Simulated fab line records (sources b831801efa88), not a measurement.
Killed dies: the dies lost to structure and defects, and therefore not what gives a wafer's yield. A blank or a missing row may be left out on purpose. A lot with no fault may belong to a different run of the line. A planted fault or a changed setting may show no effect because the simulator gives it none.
fab line records	flow sky130
[record] lots = 6	wafers = 18	last_day = 47
route steps=708 shown PWDE@52 NWELL@56 PAD_OPEN@708
lots untouched by any fault: they come from a run of this same line in which no faults occurred
start_h: hours from the record's opening day to when the first of the lot's shown wafers began	wait_h: how many hours have passed since the lot's step before this one	" same as the row above	L1.1+2: several wafers, shown together as one row	- either no value or no given start	* or withheld: withheld	< > ~ a bound
route shown NAME@n: NAME is a module with steps in the file, n the number in the route of the first one	usual: the fault-free wafers' mean and standard deviation	same: alike in all rows	chamber/n: place in a boat	sites: per-site readings	_std_site: the values' standard deviation	_edge_site: inner sites' mean taken away from outer sites' mean	radius_mm: how far each site lies from the wafer's centre	mask NAME#n: copy n	behind: tool/chamber where the wafer was last shaped	hold: the reason the lot was held/the length of the hold in hours/how it ended	device: the transistor (n, p or np) that didn't switch	end of line: tests run on the same wafers once the route is complete	where a step has no rows: the recipe by itself	killed: count of dies lost to structure and defects at first sort (not the wafer's yield)	map: per-die view of a wafer (x killed, . not killed, _ where there is no die)
set.NAME: setting as actually run; set.NAME@STEP: the setting as run at that earlier step	model.NAME: the simulator's own value behind a step, which no gauge read
lots at some steps of the route; a table a step, a row a wafer
services: the hour from which a tool's chamber was out of use, counted from the record's first day as start_h (under 0 if before that day), plus the number of hours and why
[[steps]]
[step SKY_PWDE_OVL_MEAS_07]
[usual] PWDE_OVL = 0.8/1.7
lot.wafer	tool	chamber	start_h	wait_h	PWDE_OVL[nm]
L907.1	overlay-02	-	83.54	-	-1.1
L907.3	"	-	"	"	-1.0
L907.5	"	-	"	"	-0.3
L908.4	overlay-02	-	88.39	-	1.1
L908.5	"	-	"	"	0.8
L908.6	"	-	"	"	-0.4
L910.1	overlay-01	-	94.44	-	0.6
L910.3	"	-	"	"	-1.4
L910.6	"	-	"	"	-2.2
L911.1	overlay-01	-	101.08	-	3.3
L911.5	"	-	"	"	2.7
L911.6	"	-	"	"	2.9
L914.3	overlay-02	-	115.85	-	1.9
L914.5	"	-	"	"	1.9
L914.6	"	-	"	"	1.8
L915.2	overlay-01	-	125.39	-	3.0
L915.4	"	-	"	"	2.8
L915.6	"	-	"	"	3.6
[step SKY_PWDE_IMPLANT_08]
[recipe] species = B	energy_kev = 150	dose_cm2 = 3.6e+12	tilt_deg = withheld
[step SKY_PWDE_STRIP_09]
[recipe] chemistry = O2/N2	power_w = 1400	pressure_mtorr = 1500	platen_temp_c = withheld	o2_flow_sccm = 3000	n2_flow_sccm = 300	overash_fraction = 0.5
[usual] drypump_motor_current_A = 5.68/0.18	n2_flow_sccm = 300.0/0.9	oes_product_au = 0.722/0.0049	strip_time_to_endpoint_s = 36.97/0.13
lot.wafer	tool	chamber	start_h	wait_h	drypump_motor_current_A	n2_flow_sccm	oes_product_au	rf_hours_counter_h	strip_time_to_endpoint_s
L907.1	plasma_asher-02	1	83.72	0.1	5.65	299.5	0.725	38	36.94
L907.3	"	1	"	"	5.63	300.4	0.715	-	36.98
L907.5	"	0	"	"	5.65	300.5	0.718	-	36.93
L908.4	plasma_asher-02	0	88.59	0.1	5.66	300.6	0.719	-	36.94
L908.5	"	1	"	"	5.60	301.2	0.727	-	37.07
L908.6	"	0	"	"	5.65	301.6	0.720	-	36.93
L910.1	plasma_asher-01	0	94.62	0.1	5.97	299.0	0.715	41	37.06
L910.3	"	1	"	"	5.45	299.2	0.721	-	37.26
L910.6	"	0	"	"	5.94	298.6	0.715	-	37.18
L911.1	plasma_asher-03	1	101.27	0.1	5.90	300.7	0.717	42	36.87
L911.5	"	1	"	"	5.89	301.0	0.714	-	36.94
L911.6	"	0	"	"	5.53	300.6	0.726	-	36.91
L914.3	plasma_asher-01	0	116.05	0.1	5.94	300.1	0.717	-	36.85
L914.5	"	0	"	"	5.94	299.6	0.718	-	36.85
L914.6	"	1	"	"	5.44	299.7	0.722	-	36.74
L915.2	plasma_asher-02	1	125.57	0.1	5.63	301.2	0.719	1	37.05
L915.4	"	0	"	"	5.63	301.5	0.726	-	37.08
L915.6	"	0	"	"	5.65	301.1	0.722	-	37.23
[step SKY_PWDE_TW_MEAS_10]
[usual] PWDE_TW = 372/4.3
lot.wafer	tool	chamber	start_h	wait_h	PWDE_TW
L907.1	film_metro-02	-	83.82	0.1	371
L907.3	"	-	"	"	372
L907.5	"	-	"	"	370
L908.4	film_metro-02	-	88.68	0.1	370
L908.5	"	-	"	"	371
L908.6	"	-	"	"	372
L910.1	film_metro-04	-	94.72	0.1	377
L910.3	"	-	"	"	377
L910.6	"	-	"	"	377
L911.1	film_metro-04	-	101.37	0.1	377
L911.5	"	-	"	"	378
L911.6	"	-	"	"	379
L914.3	film_metro-02	-	116.14	0.1	367
L914.5	"	-	"	"	367
L914.6	"	-	"	"	366
L915.2	film_metro-01	-	125.68	0.1	368
L915.4	"	-	"	"	370
L915.6	"	-	"	"	368
[step SKY_NWELL_DEHYDRATE_03]
[recipe] temp_c = 200	time_s = 60
[step SKY_NWELL_HMDS_04]
[recipe] prime_time_s = 60	prime_temp_c = 120
[step SKY_NWELL_COAT_05]
[recipe] spin_rpm = 2000	resist_thk_nm = 3000
[step SKY_NWELL_SOFTBAKE_06]
[recipe] temp_c = 110	time_s = withheld
[step SKY_NWELL_EXPOSE_07]
[recipe] mask_id = NWM	na = 0.6	source_shape = conventional	sigma_outer = 0.6	polarization = unpolarized	target_cd_nm = 840	dose_mj = 255
[step SKY_NWELL_PEB_08]
[recipe] temp_c = 115	time_s = withheld
[step SKY_NWELL_DEVELOP_09]
[recipe] wall_angle_deg = 90	developer = TMAH	develop_time_s = 60	dev_temp_c = 23
[step SKY_NWELL_OVL_MEAS_10]
[usual] NWELL_00_OVL = 0.5/1.6
lot.wafer	tool	chamber	start_h	wait_h	NWELL_00_OVL[nm]
L907.1	overlay-02	-	100.69	-	-0.6
L907.3	"	-	"	"	-1.5
L907.5	"	-	"	"	-2.0
L908.4	overlay-02	-	106.10	-	3.7
L908.5	"	-	"	"	0.7
L908.6	"	-	"	"	0.9
L910.1	overlay-02	-	111.88	-	0.2
L910.3	"	-	"	"	0.5
L910.6	"	-	"	"	-0.9
L911.1	overlay-01	-	119.22	-	1.4
L911.5	"	-	"	"	0.1
L911.6	"	-	"	"	-0.5
L914.3	overlay-01	-	133.94	-	1.4
L914.5	"	-	"	"	1.0
L914.6	"	-	"	"	0.0
L915.2	overlay-02	-	144.30	-	-0.2
L915.4	"	-	"	"	0.0
L915.6	"	-	"	"	-0.7
[step SKY_NWELL_IMPLANT_11]
[recipe] species = P	energy_kev = 400	dose_cm2 = 1.9e+13	tilt_deg = withheld
[usual] dose_ions_cm2 = 1.9001e+13/2.1e+10	end_station_pressure_torr = 5.07e-06/2.7e-07	faraday_current_uA = 107.1/2.2
lot.wafer	tool	chamber	start_h	wait_h	dose_ions_cm2	end_station_pressure_torr	faraday_current_uA
L907.1	implanter-04	0	100.73	0.0	1.8988e+13	5.06e-06	106.3
L907.3	"	0	"	"	1.9005e+13	5.39e-06	101.5
L907.5	"	0	"	"	1.9015e+13	5.16e-06	109.0
L908.4	implanter-04	0	106.19	0.1	1.897e+13	5.07e-06	105.9
L908.5	"	0	"	"	1.8987e+13	4.91e-06	105.8
L908.6	"	0	"	"	1.9009e+13	4.68e-06	107.0
L910.1	implanter-04	0	111.92	0.0	1.3672e+13	4.93e-06	75.6
L910.3	"	0	"	"	1.371e+13	4.87e-06	76.1
L910.6	"	0	"	"	1.3684e+13	4.72e-06	75.6
L911.1	implanter-04	0	119.25	0.0	1.3729e+13	4.73e-06	77.5
L911.5	"	0	"	"	1.3701e+13	4.76e-06	79.1
L911.6	"	0	"	"	1.3701e+13	5.47e-06	81.0
L914.3	implanter-01	0	134.02	0.1	1.8996e+13	4.69e-06	105.0
L914.5	"	0	"	"	1.8982e+13	4.5e-06	108.8
L914.6	"	0	"	"	1.9001e+13	5.44e-06	105.2
L915.2	implanter-01	0	144.35	0.0	1.9002e+13	5.52e-06	108.1
L915.4	"	0	"	"	1.8982e+13	4.96e-06	105.5
L915.6	"	0	"	"	1.9013e+13	4.88e-06	107.3
[step SKY_NWELL_IMPLANT_12]
[recipe] species = P	energy_kev = 120	dose_cm2 = 1.3e+12	tilt_deg = withheld
[step SKY_NWELL_IMPLANT_13]
[recipe] species = P	energy_kev = 50	dose_cm2 = 7e+11	tilt_deg = withheld
[step SKY_NWELL_STRIP_14]
[recipe] chemistry = O2/N2	power_w = 1400	pressure_mtorr = 1500	platen_temp_c = withheld	o2_flow_sccm = 3000	n2_flow_sccm = 300	overash_fraction = 0.5
[usual] drypump_motor_current_A = 5.5/0.31	n2_flow_sccm = 299.9/0.86	oes_product_au = 0.722/0.0044	strip_time_to_endpoint_s = 36.98/0.11
lot.wafer	tool	chamber	start_h	wait_h	drypump_motor_current_A	n2_flow_sccm	oes_product_au	rf_hours_counter_h	strip_time_to_endpoint_s
L907.1	plasma_asher-02	1	101.18	0.1	5.6	299.3	0.725	40	36.91
L907.3	"	1	"	"	5.6	299.1	0.728	-	36.89
L907.5	"	0	"	"	5.7	300.5	0.726	-	36.93
L908.4	plasma_asher-02	1	106.60	0.1	5.6	299.5	0.725	-	36.82
L908.5	"	0	"	"	5.7	300.7	0.721	-	36.91
L908.6	"	1	"	"	5.6	298.8	0.725	-	36.80
L910.1	plasma_asher-01	0	112.37	0.1	6.0	298.9	0.722	43	37.09
L910.3	"	0	"	"	6.0	300.1	0.728	-	37.10
L910.6	"	1	"	"	5.5	299.1	0.722	-	37.07
L911.1	plasma_asher-01	1	119.70	0.1	5.5	300.2	0.725	43	36.83
L911.5	"	0	"	"	5.9	299.3	0.725	-	36.89
L911.6	"	1	"	"	5.5	300.5	0.725	-	36.83
L914.3	plasma_asher-01	1	134.45	0.1	5.4	299.2	0.723	-	36.93
L914.5	"	0	"	"	5.9	300.8	0.717	-	36.96
L914.6	"	1	"	"	5.5	299.8	0.728	-	37.00
L915.2	plasma_asher-02	1	144.78	0.1	5.6	299.4	0.721	3	36.95
L915.4	"	0	"	"	5.7	299.8	0.719	-	37.01
L915.6	"	1	"	"	5.6	299.1	0.714	-	36.96
[step SKY_NWELL_TW_MEAS_15]
[usual] NWELL_TW = 1804/18
lot.wafer	tool	chamber	start_h	wait_h	NWELL_TW
L907.1	film_metro-01	-	101.28	0.1	1800
L907.3	"	-	"	"	1807
L907.5	"	-	"	"	1795
L908.4	film_metro-02	-	106.70	0.1	1790
L908.5	"	-	"	"	1785
L908.6	"	-	"	"	1785
L910.1	film_metro-02	-	112.47	0.1	1617
L910.3	"	-	"	"	1621
L910.6	"	-	"	"	1611
L911.1	film_metro-01	-	119.80	0.1	1631
L911.5	"	-	"	"	1624
L911.6	"	-	"	"	1626
L914.3	film_metro-02	-	134.54	0.1	1793
L914.5	"	-	"	"	1797
L914.6	"	-	"	"	1791
L915.2	film_metro-01	-	144.89	0.1	1794
L915.4	"	-	"	"	1790
L915.6	"	-	"	"	1789
[step SKY_NWELL_DEHYDRATE_16]
[recipe] temp_c = 200	time_s = 60
[step SKY_NWELL_HMDS_17]
[recipe] prime_time_s = 60	prime_temp_c = 120
[step SKY_NWELL_COAT_18]
[recipe] spin_rpm = 2000	resist_thk_nm = 3000
[step SKY_NWELL_SOFTBAKE_19]
[recipe] temp_c = 110	time_s = withheld
[step SKY_NWELL_EXPOSE_20]
[recipe] mask_id = NWM_COMPLEMENT	na = 0.6	source_shape = conventional	sigma_outer = 0.6	polarization = unpolarized	target_cd_nm = 840	dose_mj = 260
[step SKY_NWELL_PEB_21]
[recipe] temp_c = 115	time_s = withheld
[step SKY_NWELL_DEVELOP_22]
[recipe] wall_angle_deg = 90	developer = TMAH	develop_time_s = 60	dev_temp_c = 23
[step SKY_NWELL_OVL_MEAS_23]
[usual] NWELL_01_OVL = -1.3/1.3
lot.wafer	tool	chamber	start_h	wait_h	NWELL_01_OVL[nm]
L907.1	overlay-01	-	119.14	-	-0.4
L907.3	"	-	"	"	-0.7
L907.5	"	-	"	"	-0.2
L908.4	overlay-02	-	124.13	-	-2.7
L908.5	"	-	"	"	-3.0
L908.6	"	-	"	"	-2.7
L910.1	overlay-01	-	129.82	-	0.6
L910.3	"	-	"	"	0.4
L910.6	"	-	"	"	-1.0
L911.1	overlay-01	-	138.43	-	-2.1
L911.5	"	-	"	"	-1.4
L911.6	"	-	"	"	-1.2
L914.3	overlay-02	-	153.78	-	-1.6
L914.5	"	-	"	"	-2.9
L914.6	"	-	"	"	-2.8
L915.2	overlay-02	-	163.84	-	-2.8
L915.4	"	-	"	"	-2.8
L915.6	"	-	"	"	-4.3
[step SKY_NWELL_IMPLANT_24]
[recipe] species = B	energy_kev = 140	dose_cm2 = 9.2e+12	tilt_deg = withheld
[step SKY_NWELL_STRIP_25]
[recipe] chemistry = O2/N2	power_w = 1400	pressure_mtorr = 1500	platen_temp_c = withheld	o2_flow_sccm = 3000	n2_flow_sccm = 300	overash_fraction = 0.5
[usual] drypump_motor_current_A = 5.5/0.32	n2_flow_sccm = 299.9/0.89	oes_product_au = 0.723/0.0046	strip_time_to_endpoint_s = 36.96/0.089
lot.wafer	tool	chamber	start_h	wait_h	drypump_motor_current_A	n2_flow_sccm	oes_product_au	rf_hours_counter_h	strip_time_to_endpoint_s
L907.1	plasma_asher-04	1	119.33	0.1	4.9	300.3	0.720	33	37.00
L907.3	"	1	"	"	4.9	301.0	0.715	-	36.91
L907.5	"	1	"	"	4.9	300.2	0.723	-	36.91
L908.4	plasma_asher-02	0	124.34	0.1	5.6	299.4	0.731	-	36.90
L908.5	"	0	"	"	5.6	300.8	0.726	-	36.90
L908.6	"	1	"	"	5.6	300.0	0.724	-	36.89
L910.1	plasma_asher-01	1	130.00	0.1	5.4	300.8	0.713	45	36.81
L910.3	"	0	"	"	6.0	299.5	0.723	-	36.80
L910.6	"	0	"	"	5.9	299.3	0.721	-	36.80
L911.1	plasma_asher-02	1	138.62	0.1	5.6	298.8	0.715	2	36.88
L911.5	"	0	"	"	5.7	299.8	0.725	-	36.93
L911.6	"	1	"	"	5.6	299.1	0.726	-	36.88
L914.3	plasma_asher-01	1	153.99	0.1	5.5	300.3	0.726	-	37.09
L914.5	"	1	"	"	5.5	299.4	0.722	-	36.98
L914.6	"	0	"	"	6.0	301.2	0.722	-	37.04
L915.2	plasma_asher-02	1	164.02	0.1	5.6	298.4	0.720	4	37.04
L915.4	"	0	"	"	5.6	301.5	0.719	-	37.01
L915.6	"	0	"	"	5.6	300.5	0.721	-	36.99
[step SKY_NWELL_TW_MEAS_26]
[usual] NWELL_2_TW = 494/6.6
lot.wafer	tool	chamber	start_h	wait_h	NWELL_2_TW
L907.1	film_metro-01	-	119.43	0.1	490
L907.3	"	-	"	"	492
L907.5	"	-	"	"	494
L908.4	film_metro-01	-	124.43	0.1	492
L908.5	"	-	"	"	490
L908.6	"	-	"	"	490
L910.1	film_metro-02	-	130.10	0.1	490
L910.3	"	-	"	"	489
L910.6	"	-	"	"	493
L911.1	film_metro-04	-	138.72	0.1	505
L911.5	"	-	"	"	505
L911.6	"	-	"	"	506
L914.3	film_metro-04	-	154.07	0.1	502
L914.5	"	-	"	"	500
L914.6	"	-	"	"	505
L915.2	film_metro-02	-	164.13	0.1	487
L915.4	"	-	"	"	486
L915.6	"	-	"	"	490
[step SKY_NWELL_CLEAN_27]
[recipe] chemistry = SC1/SC2	mix = 1:4:20	temp_c = 70	time_s = 150	dry = n2_spin
[step SKY_NWELL_RTA_28]
[recipe] temp_c = 1050	time_s = 30	idle_temp_c = 650	ramp_up_c_per_s = 150	ramp_down_c_per_s = 90	ambient = N2
[usual] lamp_power_pct = 25.31/0.05	wafer_temp_C_max = 1054.8/0.95
lot.wafer	tool	chamber	start_h	wait_h	lamp_power_pct	wafer_temp_C_max
L907.1	rtp_anneal-02	0	119.54	0.0	25.35	1054.9
L907.3	"	0	"	"	25.25	1055.1
L907.5	"	0	"	"	25.29	1055.5
L908.4	rtp_anneal-02	0	124.57	0.1	25.37	1054.0
L908.5	"	0	"	"	25.26	1054.8
L908.6	"	0	"	"	25.30	1056.2
L910.1	rtp_anneal-02	0	130.22	0.0	25.32	1055.2
L910.3	"	0	"	"	25.22	1055.0
L910.6	"	0	"	"	25.25	1056.4
L911.1	rtp_anneal-01	0	138.83	0.0	25.28	1054.1
L911.5	"	0	"	"	25.25	1054.6
L911.6	"	0	"	"	25.34	1055.5
L914.3	rtp_anneal-01	0	154.20	0.0	25.31	1055.9
L914.5	"	0	"	"	25.29	1054.0
L914.6	"	0	"	"	25.30	1054.0
L915.2	rtp_anneal-02	0	164.24	0.0	25.37	1054.2
L915.4	"	0	"	"	25.31	1053.7
L915.6	"	0	"	"	25.36	1058.1
[step SKY_NWELL_RS_MEAS_29]
[recipe] thk_meas_gauge = four-point-probe
[usual] NWELL_RS = 623.8/1.8
lot.wafer	tool	chamber	start_h	wait_h	NWELL_RS[ohm/sq]
L907.1	film_metro-04	-	119.64	0.1	621.4
L907.3	"	-	"	"	621.0
L907.5	"	-	"	"	621.0
L908.4	film_metro-04	-	124.68	0.1	623.4
L908.5	"	-	"	"	624.4
L908.6	"	-	"	"	623.7
L910.1	film_metro-01	-	130.32	0.1	745.0
L910.3	"	-	"	"	744.8
L910.6	"	-	"	"	743.3
L911.1	film_metro-01	-	138.93	0.1	743.2
L911.5	"	-	"	"	744.4
L911.6	"	-	"	"	743.9
L914.3	film_metro-02	-	154.31	0.1	627.3
L914.5	"	-	"	"	626.6
L914.6	"	-	"	"	626.9
L915.2	film_metro-01	-	164.35	0.1	625.8
L915.4	"	-	"	"	624.9
L915.6	"	-	"	"	625.7
[step SKY_PAD_OPEN_PROBE_99]
[usual] killed_at_M0_to_M3 = 44/7.2	killed_at_M4_up = 3.0/1.9	killed_at_contacts = 25/4.8	killed_at_front_end = 16/4.2	killed_at_other = 0.2/0.44	killed_dies = 88/9.3	killed_open = 48/7.1	killed_short = 40/6.5
[same] gross_dies = 492	killed_at_back_side = 0
lot.wafer	tool	chamber	start_h	wait_h	killed_at_M0_to_M3	killed_at_M4_up	killed_at_contacts	killed_at_front_end	killed_at_other	killed_dies	killed_open	killed_short	model.etest.nfet_16v.r_on_ohm_um	model.etest.res_nwell.line_ohm_um	model.etest.res_nwell.rs_ohm_sq	model.etest.tip_p_5v.rs_ohm_sq	model.etest.res_iso_pwell.width_nm	model.etest.res_nwell.width_nm	model.etest.pfet_16v.drive_ua_um	model.etest.res_nwell.rs_ohm_sq_range
L907.1	prober-02	-	1083.50	0.1	50	2	24	13	0	89	46	43	1.433e+04	1044	864.6	2829	2637	856.7	250	17.89
L907.3	prober-02	-	1083.60	0.2	48	3	21	16	0	88	52	36	1.442e+04	1021	872.4	2824	2623	849	247.9	13.19
L907.5	prober-02	-	1083.70	0.2	48	5	20	12	0	85	43	42	1.42e+04	1012	867.3	2835	2648	852.9	250.8	19.39
L908.4	prober-01	-	1086.81	0.2	35	1	21	10	1	68	40	28	1.404e+04	1161	998.8	2857	2641	841.6	237.9	18.84
L908.5	prober-01	-	1086.86	0.2	21	3	29	19	0	72	38	34	1.394e+04	1159	978.2	2860	2641	841.1	241.5	17.46
L908.6	prober-01	-	1086.91	0.2	49	3	34	19	0	105	55	50	1.39e+04	1202	1013	2853	2645	843	238.5	15.09
L910.1	prober-02	-	1098.41	0.1	40	5	20	16	0	81	39	42	1.578e+04	1407	1146	2762	2681	820.5	260.4	18.72
L910.3	prober-02	-	1098.51	0.2	45	6	27	11	0	89	47	42	1.586e+04	1398	1135	2758	2689	814.8	261.2	15
L910.6	prober-02	-	1098.66	0.2	56	1	15	19	0	91	53	38	1.58e+04	1382	1133	2764	2667	818.3	259.7	33.69
L911.1	prober-02	-	1107.18	0.1	58	2	23	21	0	104	65	39	1.53e+04	1465	1165	2827	2679	800.9	256.7	31.79
L911.5	prober-02	-	1107.38	0.2	50	0	21	21	1	93	46	47	1.53e+04	1497	1225	2816	2656	810.8	252.5	40.44
L911.6	prober-02	-	1107.43	0.2	49	2	23	18	0	92	62	30	1.528e+04	1494	1224	2795	2672	806.1	254.2	42.79
L914.3	prober-01	-	1122.11	0.2	44	0	27	11	0	82	41	41	1.396e+04	1236	1039	2853	2663	835.5	241.6	31.58
L914.5	prober-01	-	1122.21	0.2	34	2	29	11	1	77	43	34	1.381e+04	1252	1035	2871	2634	831.5	241.4	27.12
L914.6	prober-01	-	1122.26	0.2	53	1	26	18	1	99	47	52	1.39e+04	1243	1038	2864	2641	828	239.4	28.26
L915.2	prober-02	-	1133.54	0.1	41	3	27	12	0	83	49	34	1.44e+04	1102	923.5	2848	2664	828.6	247.2	17.32
L915.4	prober-02	-	1133.64	0.2	40	7	30	24	0	101	47	54	1.426e+04	1126	929.8	2841	2664	829.8	244.8	21.74
L915.6	prober-02	-	1133.74	0.2	40	2	27	18	0	87	48	39	1.432e+04	1106	939.2	2838	2662	831.9	245.3	16.37
// killed by level:class
L907.1 VIA1:geometric_particle:open=13 LI_CONTACT:geometric_particle:open=9 METAL2:geometric_particle:short=8 CONTACT:geometric_particle:open=5 VIA1:geometric_particle:short=5 METAL1:geometric_particle:short=5 VIA3:geometric_particle:open=5 LOCAL_INTERCONNECT:geometric_particle:short=4
L907.3 VIA1:geometric_particle:open=10 VIA3:geometric_particle:open=7 VIA1:geometric_particle:short=7 VIA2:geometric_particle:open=7 FIELD_ISO:geometric_particle:open=6 CONTACT:geometric_particle:open=6 LI_CONTACT:geometric_particle:open=4 CONTACT:geometric_particle:short=4
L907.5 VIA1:geometric_particle:open=12 CONTACT:geometric_particle:open=8 METAL1:geometric_particle:short=7 VIA3:geometric_particle:open=7 VIA1:geometric_particle:short=6 METAL2:geometric_particle:short=6 FIELD_ISO:geometric_particle:short=5 LI_CONTACT:geometric_particle:open=5
L908.4 CONTACT:geometric_particle:open=9 VIA1:geometric_particle:open=7 METAL2:geometric_particle:short=7 CONTACT:geometric_particle:short=6 VIA2:geometric_particle:open=6 VIA3:geometric_particle:open=4 POLY_GATE:geometric_particle:open=3 METAL1:geometric_particle:short=3
L908.5 CONTACT:geometric_particle:open=10 LI_CONTACT:geometric_particle:open=8 LOCAL_INTERCONNECT:geometric_particle:short=6 FIELD_ISO:geometric_particle:short=5 POLY_GATE:geometric_particle:short=5 POLY_CUT:geometric_particle:open=4 METAL2:geometric_particle:short=4 FIELD_ISO:geometric_particle:open=3
L908.6 CONTACT:geometric_particle:open=11 VIA1:geometric_particle:open=10 CONTACT:geometric_particle:short=9 METAL2:geometric_particle:short=8 LI_CONTACT:geometric_particle:open=6 VIA3:geometric_particle:open=6 VIA2:geometric_particle:short=5 VIA2:geometric_particle:open=5
L910.1 VIA1:geometric_particle:open=11 LOCAL_INTERCONNECT:geometric_particle:short=6 METAL2:geometric_particle:short=5 POLY_GATE:geometric_particle:short=5 METAL1:geometric_particle:short=5 VIA2:geometric_particle:open=5 VIA3:geometric_particle:open=5 FIELD_ISO:geometric_particle:short=4
L910.3 VIA1:geometric_particle:open=13 CONTACT:geometric_particle:open=9 VIA2:geometric_particle:open=8 FIELD_ISO:geometric_particle:short=6 LI_CONTACT:geometric_particle:open=5 LOCAL_INTERCONNECT:geometric_particle:short=5 METAL2:geometric_particle:short=5 METAL4:geometric_particle:short=5
L910.6 VIA1:geometric_particle:open=20 VIA2:geometric_particle:open=8 VIA3:geometric_particle:open=7 METAL2:geometric_particle:short=6 POLY_GATE:geometric_particle:short=5 CONTACT:geometric_particle:open=5 FIELD_ISO:geometric_particle:short=4 LI_CONTACT:geometric_particle:open=4
L911.1 VIA1:geometric_particle:open=19 LI_CONTACT:geometric_particle:open=9 CONTACT:geometric_particle:open=7 VIA2:geometric_particle:short=7 VIA3:geometric_particle:open=7 FIELD_ISO:geometric_particle:open=6 METAL1:geometric_particle:short=6 VIA2:geometric_particle:open=6
L911.5 VIA1:geometric_particle:open=12 VIA2:geometric_particle:open=8 CONTACT:geometric_particle:open=7 LI_CONTACT:geometric_particle:open=6 VIA1:geometric_particle:short=6 VIA3:geometric_particle:short=6 FIELD_ISO:geometric_particle:short=5 POLY_GATE:geometric_particle:short=5
L911.6 VIA1:geometric_particle:open=12 CONTACT:geometric_particle:open=12 VIA2:geometric_particle:open=11 POLY_GATE:geometric_particle:short=7 VIA3:geometric_particle:open=7 POLY_GATE:geometric_particle:open=6 LI_CONTACT:geometric_particle:open=5 VIA2:geometric_particle:short=4
L914.3 CONTACT:geometric_particle:open=9 VIA1:geometric_particle:short=8 METAL1:geometric_particle:short=7 LI_CONTACT:geometric_particle:open=6 VIA1:geometric_particle:open=6 VIA3:geometric_particle:open=6 VIA3:geometric_particle:short=5 LI_CONTACT:geometric_particle:short=4
L914.5 CONTACT:geometric_particle:open=9 CONTACT:geometric_particle:short=9 VIA1:geometric_particle:open=9 VIA2:geometric_particle:open=6 METAL1:geometric_particle:short=5 VIA3:geometric_particle:open=5 FIELD_ISO:geometric_particle:open=4 POLY_GATE:geometric_particle:short=4
L914.6 CONTACT:geometric_particle:open=12 METAL2:geometric_particle:short=11 FIELD_ISO:geometric_particle:short=8 VIA3:geometric_particle:short=8 VIA3:geometric_particle:open=8 LI_CONTACT:geometric_particle:open=7 VIA1:geometric_particle:open=5 METAL1:geometric_particle:short=4
L915.2 CONTACT:geometric_particle:open=9 LI_CONTACT:geometric_particle:open=9 VIA1:geometric_particle:open=7 VIA3:geometric_particle:open=7 METAL1:geometric_particle:short=6 VIA2:geometric_particle:open=6 LOCAL_INTERCONNECT:geometric_particle:short=4 CONTACT:geometric_particle:short=4
L915.4 METAL2:geometric_particle:short=11 LI_CONTACT:geometric_particle:open=9 VIA3:geometric_particle:open=8 FIELD_ISO:geometric_particle:open=6 LI_CONTACT:geometric_particle:short=6 CONTACT:geometric_particle:open=6 FIELD_ISO:geometric_particle:short=5 CONTACT:geometric_particle:short=5
L915.6 CONTACT:geometric_particle:open=12 VIA1:geometric_particle:short=8 VIA3:geometric_particle:open=8 FIELD_ISO:geometric_particle:open=7 CONTACT:geometric_particle:short=7 VIA1:geometric_particle:open=7 LI_CONTACT:geometric_particle:open=6 FIELD_ISO:geometric_particle:short=4
[[services]]
tool	chamber	start_h	hours	kind
rtp_anneal-02	-	91.69	5.9	pm
implanter-04	-	98.29	0.7	repair
plasma_asher-01	-	105.20	1.6	repair
plasma_asher-02	-	108.75	9.0	pm
plasma_asher-02	0	108.75	9.0	vent_cycle
plasma_asher-02	1	108.75	9.0	vent_cycle
plasma_asher-02	0	117.75	-	clean
plasma_asher-02	1	117.75	-	clean
implanter-04	-	160.16	2.0	repair
plasma_asher-04	-	163.93	0.7	repair
[[key]]
[first_sign] step = SKY_NWELL_IMPLANT_11	reading = dose_ions_cm2	direction = down	sigmas = 99+	usual = *	struck = *
[effect] step = SKY_NWELL_IMPLANT_11	reading = faraday_current_uA	direction = down	sigmas = 14	usual = 107.1	struck = 77.5
[effect] step = SKY_NWELL_TW_MEAS_15	reading = NWELL_TW	direction = down	sigmas = 10	usual = 1804	struck = 1622
[effect] step = SKY_NWELL_RS_MEAS_29	reading = NWELL_RS	direction = up	sigmas = 68	usual = 623.8	struck = 744.1
[model_effect] step = SKY_PAD_OPEN_PROBE_99	value = etest.nfet_16v.r_on_ohm_um	without = 1.414e+04	struck = 1.555e+04
met_at SKY_NWELL_IMPLANT_11
struck_wafers L910.1,L910.3,L910.6,L911.1,L911.5,L911.6
tester_left_out L910,L911
onset_between 106.19 111.92
[fault] kind = process_parameter_drift	tool = implanter-04	chamber = -	onset_h = 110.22	steps = SKY_NWELL_IMPLANT_11	channel = dose_cm2	offset = *	shape = step	end_h = 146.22	acts_in = *	stated = *
// tester_left_out: of these lots the tester's yield and bins aren't shown, on N5 and GAA mostly nor the transistor test; their killed dies are dies lost to structure and defects alone, not to doping, threshold or leakage, so they don't give the yield
